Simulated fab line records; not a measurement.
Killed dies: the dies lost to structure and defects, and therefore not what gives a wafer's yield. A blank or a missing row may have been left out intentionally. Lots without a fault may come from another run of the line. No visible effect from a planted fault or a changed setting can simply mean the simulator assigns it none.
The tool behind it: which one? :: flow sky130 :: 10 lots, 30 wafers sampled, at 2 steps of a route of 708

WHAT THE GAUGES SHOWED, per wafer
SKY_POLY_CUT_CD_MEAS_08 targets a cd of 270 nm.
lot: L421
measured: day 24 04:39
on: cd_sem-01
cd_nm (nm): 268.9 271.4 269.5

lot: L422
measured: day 24 12:37
on: cd_sem-02
cd_nm (nm): 270.3 269.9 270.1

lot: L423
measured: day 24 15:24
on: cd_sem-02
cd_nm (nm): 267.3 267.9 267.6

lot: L424
measured: day 25 02:03
on: cd_sem-02
cd_nm (nm): 270.4 269.2 270.4

lot: L425
measured: day 25 07:50
on: cd_sem-02
cd_nm (nm): 266.7 266.6 268.1

lot: L435
measured: day 29 23:13
on: cd_sem-01
cd_nm (nm): 263.1 264.7 265.4

lot: L437
measured: day 30 05:42
on: cd_sem-02
cd_nm (nm): 268.3 269.6 268.5

lot: L438
measured: day 30 07:13
on: cd_sem-01
cd_nm (nm): 270.3 271.1 270.5

lot: L439
measured: day 30 12:40
on: cd_sem-02
cd_nm (nm): 271.0 270.2 269.7

lot: L441
measured: day 30 21:48
on: cd_sem-02
cd_nm (nm): 271.0 270.7 272.2

WHAT TOOL EACH LOT RAN ON (gives the tool, then ch and the chambers of the sampled wafers, and finally the start)
lot: L421
SKY_POLY_CUT_EXPOSE_05: krf_scanner-01 ch 0, day 23 13:34

lot: L422
SKY_POLY_CUT_EXPOSE_05: krf_scanner-01 ch 0, day 23 22:04

lot: L423
SKY_POLY_CUT_EXPOSE_05: krf_scanner-02 ch 0, day 24 00:23

lot: L424
SKY_POLY_CUT_EXPOSE_05: krf_scanner-02 ch 0, day 24 11:03

lot: L425
SKY_POLY_CUT_EXPOSE_05: krf_scanner-01 ch 0, day 24 17:27

lot: L435
SKY_POLY_CUT_EXPOSE_05: krf_scanner-01 ch 0, day 29 09:17

lot: L437
SKY_POLY_CUT_EXPOSE_05: krf_scanner-02 ch 0, day 29 15:32

lot: L438
SKY_POLY_CUT_EXPOSE_05: krf_scanner-02 ch 0, day 29 17:40

lot: L439
SKY_POLY_CUT_EXPOSE_05: krf_scanner-02 ch 0, day 29 23:16

lot: L441
SKY_POLY_CUT_EXPOSE_05: krf_scanner-02 ch 0, day 30 08:08
- SKY_POLY_CUT_EXPOSE_05: exposes mask NPCM, target cd 270 nm.

THE ANSWER, worked out from the rows above alone
Rule: usual is defined by the lots themselves. The widest of any qualifying gaps counts: lots, ordered by their means at a reading, are off when they make up no more than a third of the lots, leave a main group of 4 or more, and stand apart from it by 3 or more times the standard deviation of that group's means. A main group whose means are all the same, to the digits that the tables above print for the reading, isn't used. A lot without any number at a reading at which 4 lots or more have one is off too. Where the step has rows for the other lots, those lots are counted as sound.
None of the lots is off at any reading shown; this tells nothing.

WHAT WAS PUT IN BY THE SIMULATOR
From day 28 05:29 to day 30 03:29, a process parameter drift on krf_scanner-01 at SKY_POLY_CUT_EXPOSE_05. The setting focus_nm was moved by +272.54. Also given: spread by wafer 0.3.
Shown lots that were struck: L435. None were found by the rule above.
